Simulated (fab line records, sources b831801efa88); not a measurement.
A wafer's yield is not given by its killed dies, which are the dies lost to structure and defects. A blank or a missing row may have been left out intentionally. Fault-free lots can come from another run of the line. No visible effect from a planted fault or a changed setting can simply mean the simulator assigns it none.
Comparing a struck lot with a sound one | flow sky130 | 14 steps out of a route of 708
Sound: these wafers, L468.2, L468.3, L468.6. Struck: wafer L458.5 (L458.1, L458.4, from the same lot, were not struck and are left out); the cause is given at the end.
Order at every step that has rows: each side's tool, ch and its chambers, its first start. Under that, the readings that differ: sound wafers | struck wafers | difference of the means | sigmas: that difference in standard deviations of wafers without a fault.
alike: a reading whose means differ by less than 2 such deviations, as well as words and numbers matching on both sides. not compared: withheld readings; readings where some wafer has no value; bounds like >300 that might hide an equal value; numbers whose values overlap and for which the record gives no deviation.
Wherever a step has rows on one side only, a row that says differs or no value, or a row with sigmas, the two part there. Numbers that don't overlap but have no deviation are shown without sigmas and don't part them. Lack of a reading on every wafer of one side parts them only where that side has two or more wafers.

first, 7 steps without rows for these wafers: SKY_METAL3_HMDS_06 (prime time 60 s); SKY_METAL3_COAT_07 (resist thk 60 nm); SKY_METAL3_COAT_08 (resist thk 1140 nm); SKY_METAL3_SOFTBAKE_09 (time 90 s); SKY_METAL3_EXPOSE_10 (exposes mask MM3, target cd 300 nm); SKY_METAL3_PEB_11; SKY_METAL3_DEVELOP_12 (develop time 60 s).
SKY_METAL3_CD_MEAS_13 targets a cd of 300 nm.
  sound: cdSem-01 at day 45 04:19; struck: cdSem-02 at day 42 14:34
reading   | sound             | struck | difference | sigmas
cdNm (nm) | 296.0 298.2 297.5 | 299.9  | +2.7       | +2
SKY_METAL3_OVL_MEAS_14:
  sound: overlay-02 at day 45 04:25; struck: overlay-02 at day 42 14:41
  alike: METAL3_OVL
SKY_METAL3_DESCUM_15: chemistry O2, time 8 s.
  sound on rieMetal-04 ch 0,1, day 45 04:26; struck on rieMetal-04 ch 1, day 42 14:44
  alike: drypumpMotorCurrentA, oesProductAu
  not compared: rfHoursCounterH
SKY_METAL3_ETCH_16: etches BARC in N2/H2, stops on SiO2, time 88.2 s, target depth 60 nm.
  sound on rieMetal-04 ch 0,1, day 45 04:28; struck on rieMetal-04 ch 1, day 42 14:46
  alike: drypumpMotorCurrentA, oesProductAu, throttleValvePct
  not compared: rfHoursCounterH
SKY_METAL3_ETCH_17: etches SiO2 in C4F8/O2/Ar, stops on TiN, time 3.9 s, target depth 15 nm.
  sound on rieDiel-04 ch 0,3, day 45 04:34; struck on rieDiel-03 ch 1, day 42 14:52
  alike: oesProductAu
  not compared: rfHoursCounterH
SKY_METAL3_METAL_ETCH_18: etches the open film in Cl2/BCl3, stops on SiO2, target depth 845 nm, time 183.1 s.
  sound on rieMetal-02 ch 0, day 45 04:35; struck on rieMetal-02 ch 1, day 42 14:52
reading                                      | sound             | struck  | difference | sigmas
drypumpMotorCurrentA (A)                     | 5.28 5.27 5.30    | 5.81    | +0.53      | +2
overEtchFrac                                 | 0.3 0.3 0.3       | 0.27375 | -0.02625   | 
model.KrF-thick_of_METAL3_COAT_08.thkNm (nm) | 531.1 528.7 526.9 | 539.1   | +10.2      | 
  alike: oesProductAu, throttleValvePct
  not compared: rfHoursCounterH
SKY_METAL3_STRIP_19: strips in O2/N2.
  sound on plasmaAsher-04 ch 0,1, day 45 04:46; struck on plasmaAsher-03 ch 1, day 42 15:03
reading                  | sound             | struck | difference | sigmas
drypumpMotorCurrentA (A) | 5.8 6.3 6.2       | 4.8    | -1.3       | -3
oesProductAu (a.u.)      | 0.502 0.495 0.501 | 0.515  | +0.016     | +3
  alike: stripTimeToEndpointS
  not compared: rfHoursCounterH

## WHERE THEY PART
First at SKY_METAL3_CD_MEAS_13; last, within this record, at SKY_METAL3_STRIP_19.

WHY: what the simulator had put in
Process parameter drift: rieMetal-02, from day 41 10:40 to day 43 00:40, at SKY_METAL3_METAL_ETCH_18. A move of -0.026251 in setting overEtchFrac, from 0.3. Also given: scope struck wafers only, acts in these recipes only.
